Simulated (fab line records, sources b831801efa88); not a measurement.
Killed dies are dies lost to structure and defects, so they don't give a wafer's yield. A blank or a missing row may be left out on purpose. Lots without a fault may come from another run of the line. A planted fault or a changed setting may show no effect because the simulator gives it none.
Which tool did it? | flow sky130 | 13 lots, 39 wafers sampled, at 2 steps of a route of 708

WHAT THE GAUGES READ, wafer by wafer
SKY_POLY_GATE_THK_MEAS_04. Usual: POLY_GATE_CVD_03_THK 75.1 nm, standard deviation 0.72.
lot  | measured     | on            | POLY_GATE_CVD_03_THK (nm) | flag
L484 | day 15 09:40 | film_metro-02 | 74.0 74.1 74.2            |
L485 | day 15 19:58 | film_metro-03 | 73.5 73.7 74.0            |
L486 | day 16 02:35 | film_metro-03 | 75.2 75.2 74.6            |
L487 | day 16 17:28 | film_metro-04 | 74.0 74.1 73.7            |
L489 | day 17 08:13 | film_metro-04 | 74.6 74.8 74.7            |
L490 | day 17 18:38 | film_metro-02 | 76.0 75.7 75.9            |
L494 | day 19 05:18 | film_metro-03 | 76.7 75.6 76.4            |
L495 | day 19 10:21 | film_metro-03 | 76.0 75.7 76.3            |
L497 | day 19 19:01 | film_metro-03 | 74.9 74.5 75.2            |
L502 | day 21 21:46 | film_metro-03 | 75.3 75.6 75.1            |
L505 | day 22 15:38 | film_metro-04 | 75.5 75.4 75.5            |
L504 | day 22 19:14 | film_metro-02 | 75.5 75.7 75.3            |
L507 | day 23 14:40 | film_metro-03 | 74.5 74.6 75.0            |

SKY_LDD_N_OVL_MEAS_07. Usual: LDD_N_OVL 0.4 nm, standard deviation 1.5.
lot  | measured     | on         | LDD_N_OVL (nm) | flag
L484 | day 17 20:37 | overlay-01 | 0.5 -0.3 1.5   |
L485 | day 18 07:49 | overlay-01 | -1.6 -0.3 -0.7 |
L486 | day 18 14:49 | overlay-01 | 1.3 2.6 0.9    |
L487 | day 19 08:40 | overlay-01 | -0.5 0.9 -1.0  |
L489 | day 20 01:56 | overlay-02 | 0.1 0.6 -0.5   |
L490 | day 20 10:58 | overlay-01 | 1.3 0.8 1.9    |
L494 | day 21 20:02 | overlay-02 | 1.3 0.4 1.5    |
L495 | day 22 01:26 | overlay-01 | 0.9 -0.3 -0.4  |
L497 | day 22 09:55 | overlay-02 | -1.4 -0.6 -2.0 |
L502 | day 24 12:03 | overlay-02 | 1.0 0.1 1.3    |
L505 | day 25 05:49 | overlay-01 | 4.3 2.5 1.9    |
L504 | day 25 10:34 | overlay-02 | 0.9 0.4 -0.2   |
L507 | day 26 03:19 | overlay-02 | -0.9 -1.0 -1.5 |

WHICH TOOL RAN EACH LOT (tool, then ch and the chambers of the sampled wafers, then the start)
The record holds no process step before these readings.

WHAT THE TOOLS THEMSELVES READ (means of the sampled wafers that have a number; where no wafer has one, the mark that the record gives instead)
The record holds no such reading with a usual standard deviation.

THE ANSWER, worked out from the rows above alone
Rule: a lot is off if the mean of its wafers that have a number lies more than 3 standard deviations from the usual mean. A lot without any number at a reading at which 4 lots or more have one is off too. The other lots that the step has rows for count as sound. The gauges are gone through in route order, then the tools' own readings, and for those a lot's mean is taken as printed above. The first step at which some lot is off is used, and at that step the reading that is off furthest; a lot without a number counts as furthest.
No lot is off at any reading shown: from this, nothing can be told.

WHAT THE SIMULATOR HAD PUT IN
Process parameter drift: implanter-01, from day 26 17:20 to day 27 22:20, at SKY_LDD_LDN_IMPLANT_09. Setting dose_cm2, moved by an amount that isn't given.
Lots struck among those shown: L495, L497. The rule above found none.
